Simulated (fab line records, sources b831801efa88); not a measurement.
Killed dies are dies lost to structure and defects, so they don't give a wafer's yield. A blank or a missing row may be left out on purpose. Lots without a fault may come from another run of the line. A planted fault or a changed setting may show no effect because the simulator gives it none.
Chamber matching | flow gf180mcu | GF_CONTACT_CVD_02 on pecvd-02: 3 sister chambers
The step deposits SiO2 from TEOS, target thk 860 nm, time 95.992 s. 3 wafers are shown with their chamber, then 9 later ones without.

WAFERS WITH THEIR CHAMBER
wafer  | chamber | heater_power_w (W)
L084.5 | 2       | 622
L085.2 | 0       | 527
L085.6 | 1       | 562

WAFERS WITHOUT THEIR CHAMBER
wafer  | heater_power_w (W)
L087.1 | 674
L087.3 | 620
L087.4 | 679
L091.1 | 772
L091.3 | 490
L091.6 | 684
L096.2 | 610
L096.4 | 675
L096.5 | 617

WHICH CHAMBER EACH WENT THROUGH
wafer  | from the rows above          | in truth
L087.1 | can't be placed: 2 or 1 or 0 | 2
L087.3 | can't be placed: 2 or 1 or 0 | 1
L087.4 | can't be placed: 2 or 1 or 0 | 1
L091.1 | can't be placed: 2 or 1 or 0 | 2
L091.3 | can't be placed: 0 or 1 or 2 | 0
L091.6 | can't be placed: 2 or 1 or 0 | 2
L096.2 | can't be placed: 2 or 1 or 0 | 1
L096.4 | can't be placed: 2 or 1 or 0 | 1
L096.5 | can't be placed: 2 or 1 or 0 | 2
Placed correctly: 0 of 9. Can't be placed from these rows: 9 (the true chamber is among the candidates in 9). Placed wrongly: 0.
How it was worked out, from the rows above alone: a wafer's distance from a chamber is the root of the sum, over the readings, of the square of ((its reading less the chamber's mean) divided by the reading's scatter). The wafer belongs to the nearest chamber; if the next one is less than 2 further off, it can't be placed. A chamber's mean is the mean of its shown wafers. The scatter: with one shown wafer a chamber, the root of the mean of the squares of how far each hidden wafer lies from its nearest shown one.
